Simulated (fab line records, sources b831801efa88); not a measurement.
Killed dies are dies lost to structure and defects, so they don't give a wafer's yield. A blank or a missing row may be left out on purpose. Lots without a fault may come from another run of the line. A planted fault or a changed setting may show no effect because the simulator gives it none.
A struck lot beside a sound one | flow gf180mcu | 18 steps out of a route of 602
Sound: wafers L834.1, L834.4, L834.6. Struck: wafers L845.3, L845.5. (L845.4 of the same lot was not struck and is left out.) The cause comes at the end.
At each step with rows: each side's tool, then ch and its chambers, then its first start. Under that, the readings that differ: sound wafers | struck wafers | difference of the means | sigmas: that difference in standard deviations of wafers without a fault.
alike: readings whose means differ by less than 2 such deviations, and words and numbers that are the same on both sides. not compared: withheld readings, readings that some wafer has no value for, bounds like >300 that may hide the same value, and numbers for which the record gives no deviation and whose values overlap.
The two part at a step that has a row with sigmas, a row that says differs or no value, or rows on one side only. Numbers that don't overlap but have no deviation are shown without sigmas and don't part them. A reading that every wafer of one side lacks parts them only if that side has two wafers or more.

first, 3 steps without rows for these wafers: GF_V3_EXPOSE_11 (exposes mask Via3, target cd 260 nm); GF_V3_PEB_12 (peb time 90 s); GF_V3_DEVELOP_13 (develop time 60 s).
GF_V3_CD_MEAS_14: target cd 260 nm.
  sound on cd_sem-02, day 22 17:54; struck on cd_sem-02, day 26 17:37
  alike: cd_nm
GF_V3_OVL_MEAS_15:
  sound on overlay-02, day 22 18:01; struck on overlay-01, day 26 17:42
  reading     | sound   | struck | difference | sigmas
  V3_OVL (nm) | 18 12 9 | -2 -2  | -15        | -3
then, 1 step without rows for these wafers: GF_V3_ETCH_16 (etches BARC in N2/H2).
GF_V3_ETCH_17: etches SiO2 in C4F8/O2/Ar, stops on TiN, target depth 635 nm.
  sound on rie_diel-03 ch 1,2; struck on rie_diel-01 ch 0
  alike: chamber_pressure_mTorr, oes_product_au, rf_fwd_power_W
GF_V3_STRIP_18: strips in O2/N2.
  sound on plasma_asher-03 ch 0,1, day 22 18:11; struck on plasma_asher-03 ch 0, day 26 17:53
  alike: chamber_pressure_mTorr, drypump_motor_current_A, heater_power_w, oes_product_au
  not compared: rf_hours_counter_h
then, 2 steps without rows for these wafers: GF_V3_STRIP_19 (strips in post etch residue remover, time 1200 s); GF_V3_CLEAN_20 (cleans in DIW).
GF_V3_SPUTTER_21: material Ti, target thk 15 nm, time 80.02 s.
  sound on pvd_sputter-01, day 22 18:49; struck on pvd_sputter-03, day 26 18:44
  reading                  | sound             | struck      | difference | sigmas
  chamber_pressure_pa (Pa) | 5.019 5.017 5.032 | 4.995 4.995 | -0.028     | -3
  alike: throttle_valve_pct
GF_V3_SPUTTER_22: material TiN, target thk 10 nm, time 40 s.
  sound on pvd_sputter-01, day 22 18:52; struck on pvd_sputter-03, day 26 18:47
  alike: chamber_pressure_pa, throttle_valve_pct
GF_V3_CVD_23: deposits W, target thk 350 nm, time 104.9 s.
  sound on cvd_w-02 ch 0,1, day 22 18:55; struck on cvd_w-01 ch 1, day 26 18:52
  reading                          | sound             | struck      | difference | sigmas
  model.W_of_V3_CVD_23.thk_nm (nm) | 353.6 355.7 353.6 | 198.7 201.2 | -154.4     |
  alike: chamber_pressure_Torr, heater_power_w
GF_V3_RS_MEAS_24: measures by four-point-probe.
  sound on film_metro-01, day 22 19:01; struck on film_metro-01, day 26 18:59
  reading          | sound             | struck      | difference | sigmas
  V3_W_RS (ohm/sq) | 0.323 0.322 0.323 | 0.579 0.572 | +0.253     | +84
GF_V3_THK_MEAS_25: measures by xrf.
  sound on film_metro-01, day 22 19:08; struck on film_metro-01, day 26 19:05
  reading       | sound       | struck  | difference | sigmas
  V3_W_THK (nm) | 363 365 362 | 202 205 | -160       | -35
GF_V3_CMP_26: polishes, stops on SiO2, t overpolish 15 s, target thk 0 nm.
  sound on cmp-01 ch 0,1,2, day 22 19:18; struck on cmp-02 ch 2,3, day 26 19:07
  reading                | sound    | struck | difference | sigmas
  time_to_endpoint_s (s) | 88 89 89 | 46 51  | -40        | -13
  alike: motor_current_A
GF_M4_SPUTTER_00: material Ti, target thk 37.5 nm, time 150 s.
  sound on pvd_sputter-03, day 22 19:30; struck on pvd_sputter-02, day 26 19:25
  alike: chamber_pressure_pa, throttle_valve_pct
GF_PASSIVATION_PROBE_99:
  the record has rows for the sound wafers here (prober-02, day 29 08:55) and none for the struck ones

WHERE THEY PART
First at GF_V3_OVL_MEAS_15; last, within this record, at GF_PASSIVATION_PROBE_99.

WHY: what the simulator had put in
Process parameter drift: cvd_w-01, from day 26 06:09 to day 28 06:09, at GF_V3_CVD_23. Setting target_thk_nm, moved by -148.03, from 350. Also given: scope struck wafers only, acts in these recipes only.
